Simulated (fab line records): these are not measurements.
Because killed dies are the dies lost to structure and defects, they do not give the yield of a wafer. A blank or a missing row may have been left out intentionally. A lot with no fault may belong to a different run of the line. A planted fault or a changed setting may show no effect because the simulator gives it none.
Which of the tools did it?	flow sky130	Sampling: 11 lots, 33 wafers, 2 of 708 route steps

== WHAT THE GAUGES READ, wafer by wafer ==
SKY_GATE_OXIDE_OVL_MEAS_10.
lot	measured	on	GATE_OXIDE_OVL (nm)
L828	day 13 16:41	overlay-02	-1.7 -2.2 -2.1
L830	day 14 07:38	overlay-01	-0.9 0.3 -1.1
L831	day 14 16:59	overlay-02	- - -
L842	day 18 14:45	overlay-02	0.8 0.6 -0.8
L843	day 19 12:17	overlay-01	2.1 -0.8 1.5
L844	day 19 19:11	overlay-02	-1.1 -2.3 -1.2
L846	day 20 08:47	overlay-01	2.9 2.5 1.2
L847	day 20 10:35	overlay-01	0.4 0.2 0.2
L848	day 20 20:41	overlay-02	1.5 1.3 1.4
L849	day 21 04:11	overlay-01	1.3 1.9 1.4
L851	day 21 19:41	overlay-01	1.2 0.4 -0.8

== TOOL THAT RAN EACH LOT (tool first, then ch and the chambers of the sampled wafers, then the start) ==
lot	SKY_GATE_OXIDE_EXPOSE_07
L828	iline stepper-01 ch 0, day 13 03:41
L830	iline stepper-01 ch 0, day 13 19:32
L831	iline stepper-01 ch 0, day 14 03:32
L842	iline stepper-02 ch 0, day 18 00:21
L843	iline stepper-01 ch 0, day 18 20:46
L844	iline stepper-01 ch 0, day 19 03:50
L846	iline stepper-01 ch 0, day 19 17:07
L847	iline stepper-02 ch 0, day 19 19:38
L848	iline stepper-01 ch 0, day 20 05:15
L849	iline stepper-01 ch 0, day 20 13:10
L851	iline stepper-02 ch 0, day 21 05:13
- SKY_GATE_OXIDE_EXPOSE_07: exposes mask LVOM, target cd 600 nm.

== THE ANSWER, worked out from the rows above alone ==
Rule: usual is defined by the lots themselves. Put in order of their means at a reading, lots are off if they are a third of the lots or fewer, leave a main group of 4 or more, and stand apart from it by a gap of 3 or more times the standard deviation of the main group's means; of several such gaps the widest counts. A main group is skipped when, at the precision printed for the reading in the tables above, its means are all equal. Also off: a lot with no number at a reading for which 4 or more lots have one. Where the step has rows for the other lots, those lots are counted as sound.
Off: L831, at SKY_GATE_OXIDE_OVL_MEAS_10 (GATE_OXIDE_OVL). Without a number there: L831. For the main group the mean is 0.3 nm and the standard deviation 1.3.
If a tool, at a process step before that reading, ran all the lots that are off and no sound lot after the first of them, it fits. The gauges at SKY_GATE_OXIDE_OVL_MEAS_10 are tried like those tools. Of those tried, none fits.

== WHAT THE SIMULATOR PUT IN ==
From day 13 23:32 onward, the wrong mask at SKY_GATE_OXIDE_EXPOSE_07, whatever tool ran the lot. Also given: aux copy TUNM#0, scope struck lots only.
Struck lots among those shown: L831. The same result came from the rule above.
